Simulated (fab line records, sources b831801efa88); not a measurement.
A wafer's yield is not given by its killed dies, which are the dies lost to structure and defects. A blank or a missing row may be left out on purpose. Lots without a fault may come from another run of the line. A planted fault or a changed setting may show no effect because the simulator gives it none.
A struck lot beside a sound one | flow gf180mcu | 37 out of 602 route steps
Sound: the wafers L764.2, L764.5, L764.6. Wafers struck: L766.2, L766.4, L766.5. The cause comes at the end.
Order at every step that has rows: each side's tool, ch and its chambers, its first start. Under that, the readings that differ: sound wafers | struck wafers | difference of the means | sigmas: that difference in standard deviations of wafers without a fault.
alike: same words and numbers on both sides, and readings whose means sit less than 2 such deviations apart. not compared: any withheld reading, any reading some wafer has no value for, any bound like >300 that may hide the same value, and any number with overlapping values for which the record gives no deviation.
Wherever a step has rows on one side only, a row that says differs or no value, or a row with sigmas, the two part there. Numbers that have no deviation but don't overlap get no sigmas and don't part them. A reading that every wafer of one side lacks parts them only if that side has two wafers or more.

first, 11 steps without rows for these wafers: GF_DUAL_GATE_DEHYDRATE_04 (time 60 s); GF_DUAL_GATE_HMDS_05 (prime time 60 s); GF_DUAL_GATE_COAT_06 (resist thk 1000 nm); GF_DUAL_GATE_SOFTBAKE_07 (time 60 s); GF_DUAL_GATE_EXPOSE_08 (exposes mask Dualgate, target cd 700 nm); GF_DUAL_GATE_PEB_09; GF_DUAL_GATE_DEVELOP_10 (develop time 60 s); GF_DUAL_GATE_WET_ETCH_12 (etches SiO2 in dHF, target depth 13 nm, time 260 s); GF_DUAL_GATE_STRIP_13 (strips in O2/N2); GF_DUAL_GATE_CLEAN_14 (cleans in SC1/SC2, time 150 s); GF_DUAL_GATE_OXIDATION_15 (stabilise 600 s, purge 300 s, target thk 7.098 nm).
GF_POLY_GATE_CVD_00: deposits poly-Si, target thk 200 nm, time 1200 s.
  sound on lpcvd-01 ch 1, day 8 07:08; struck on lpcvd-01 ch 0, day 8 23:29
  reading                                       | sound             | struck            | difference | sigmas
  model.poly-Si_of_POLY_GATE_CVD_00.thk nm (nm) | 200.3 199.2 198.5 | 110.6 111.3 112.6 | -87.8      |
  alike: spike tc top C
GF_POLY_GATE_THK_MEAS_01:
  sound on film metro-03, day 8 09:09; struck on film metro-02, day 9 01:29
  reading                   | sound             | struck            | difference | sigmas
  POLY_GATE_CVD_00_THK (nm) | 200.3 199.4 198.6 | 110.7 111.3 112.5 | -87.9      | -40
then, 9 steps without rows for these wafers: GF_POLY_GATE_DEHYDRATE_02 (time 60 s); GF_POLY_GATE_HMDS_03 (prime time 60 s); GF_POLY_GATE_COAT_04; GF_POLY_GATE_COAT_05 (resist thk 700 nm); GF_POLY_GATE_SOFTBAKE_06 (time 60 s); GF_POLY_GATE_EXPOSE_07 (exposes mask Poly2, target cd 280 nm); GF_POLY_GATE_PEB_08 (peb time 90 s); GF_POLY_GATE_DEVELOP_09 (develop time 60 s); GF_POLY_GATE_ETCH_12 (etches BARC in N2/H2).
GF_POLY_GATE_ETCH_13: etches poly-Si in HBr/Cl2, stops on SiO2, target depth 198.5 nm, time 69.6 s.
  sound on rie si-02 ch 1,2,3, day 9 01:56; struck on rie si-01 ch 1,3, day 9 18:41
  reading                               | sound             | struck            | difference | sigmas
  oes product au (a.u.)                 | 0.999 0.992 0.983 | 0.676 0.678 0.685 | -0.312     | -47
  model.POLY_GATE.feature depth nm (nm) | 200.2 199.2 197.7 | 110.6 111.3 112.6 | -87.5      |
  model.etch.depth nm (nm)              | 200.2 199.2 197.7 | 110.6 111.3 112.6 | -87.5      |
  alike: drypump motor current A, throttle valve pct
  not compared: rf hours counter h
then, 12 steps without rows for these wafers: GF_POLY_GATE_STRIP_14 (strips in O2/N2); GF_POLY_GATE_CLEAN_15 (cleans in SC1/SC2, time 150 s); GF_POLY_GATE_OXIDATION_16 (stabilise 600 s, purge 300 s, target thk 4 nm); GF_HV_LDD_DEHYDRATE_00 (time 60 s); GF_HV_LDD_HMDS_01 (prime time 60 s); GF_HV_LDD_COAT_02 (resist thk 1000 nm); GF_HV_LDD_SOFTBAKE_03 (time 60 s); GF_HV_LDD_EXPOSE_04 (exposes mask Nplus LV AREA, target cd 400 nm); GF_HV_LDD_PEB_05; GF_HV_LDD_DEVELOP_06 (develop time 60 s); GF_HV_LDD_IMPLANT_09; GF_HV_LDD_STRIP_10 (strips in O2/N2).
-- the record jumps here: 6 days lie between the struck wafers' starts before and after (it left off in module HV_LDD and takes up again in module SALICIDE, whose first step shown is number 278 of the route) --
GF_SALICIDE_CLEAN_00: cleans in SC1/SC2, time 150 s.
  sound on wet bench-02 ch 2, day 14 22:05; struck on wet bench-01 ch 0, day 15 16:55
  reading                                       | sound           | struck          | difference | sigmas
  model.poly-Si_of_POLY_GATE_CVD_00.thk nm (nm) | 199.1 198 197.2 | 109.4 110 111.3 | -87.9      |
-- the record jumps here: 14 days lie between the struck wafers' starts before and after (it left off in module SALICIDE and takes up again in module PASSIVATION, whose first step shown is number 602 of the route) --
GF_PASSIVATION_PROBE_99:
  only the struck wafers here have rows in the record (prober-01, day 29 13:53); the sound ones have none

== WHERE THEY PART ==
Last at GF_PASSIVATION_PROBE_99 as far as this record goes, first at GF_POLY_GATE_THK_MEAS_01.

WHY: what the simulator had put in
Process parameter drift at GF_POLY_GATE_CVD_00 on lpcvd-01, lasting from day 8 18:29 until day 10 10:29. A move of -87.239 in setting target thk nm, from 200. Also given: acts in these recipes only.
